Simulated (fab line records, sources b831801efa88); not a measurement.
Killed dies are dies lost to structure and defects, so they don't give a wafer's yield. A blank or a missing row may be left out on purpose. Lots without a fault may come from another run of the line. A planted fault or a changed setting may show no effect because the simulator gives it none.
One fault seen from 2 desks | flow sky130 | each desk has only its own numbers; what lay behind them comes last

THE METROLOGY DESK
What the gauges read, lot by lot, whatever tool the lot ran on: means of the sampled wafers that have a number. A lot is out of limits, marked OUT, if its mean lies more than 4 standard deviations from the usual mean; the brackets give that distance.
Columns: A = CONTACT_BOW at SKY_CONTACT_BOW_MEAS_05, usual 80 um; B = cd_nm at SKY_CONTACT_CD_MEAS_14, usual 169.6 nm; C = CONTACT_OVL at SKY_CONTACT_OVL_MEAS_15, usual 0 nm
lot  | first seen here | A  | B     | C
L565 | day 31 04:02    | 75 | 169.9 | -2
L570 | day 32 14:38    | 79 | 168.7 | -4
L572 | day 33 02:11    | 82 | 169.9 | 3
L577 | day 35 02:40    | 88 | 169.4 | -5
L578 | day 35 09:46    | 76 | 166.4 | 3
L579 | day 35 19:59    | 67 | 170.1 | 1
This desk's finding: nothing out of limits on any of the 6 lots.

THE TOOL OWNER'S DESK: rie_diel-03
The tool's own readings at SKY_CONTACT_ETCH_16 (etches BARC in N2/H2, stops on SiO2, time 45.9 s, target depth 60 nm): means of the sampled wafers that have a number, for each lot that ran on this tool. A lot is out of limits, marked OUT, if its mean lies more than 4 standard deviations from the usual mean; the brackets give that distance.
Columns: A = drypump_motor_current_A at SKY_CONTACT_ETCH_16, usual 5.7 A; B = oes_product_au at SKY_CONTACT_ETCH_16, usual 0.854 a.u.; C = throttle_valve_pct at SKY_CONTACT_ETCH_16, usual 13.224 %
lot  | first seen here | A   | B     | C
L577 | day 36 05:29    | 5.4 | 0.852 | 13.223
L578 | day 36 12:30    | 6.1 | 0.855 | 13.225
L579 | day 36 21:11    | 5.8 | 0.857 | 13.228
This desk's finding: nothing out of limits on any of the 3 lots.

PUT TOGETHER
The metrology desk saw nothing out of limits.
The tool owner's desk saw nothing out of limits.

WHAT THE SIMULATOR HAD PUT IN
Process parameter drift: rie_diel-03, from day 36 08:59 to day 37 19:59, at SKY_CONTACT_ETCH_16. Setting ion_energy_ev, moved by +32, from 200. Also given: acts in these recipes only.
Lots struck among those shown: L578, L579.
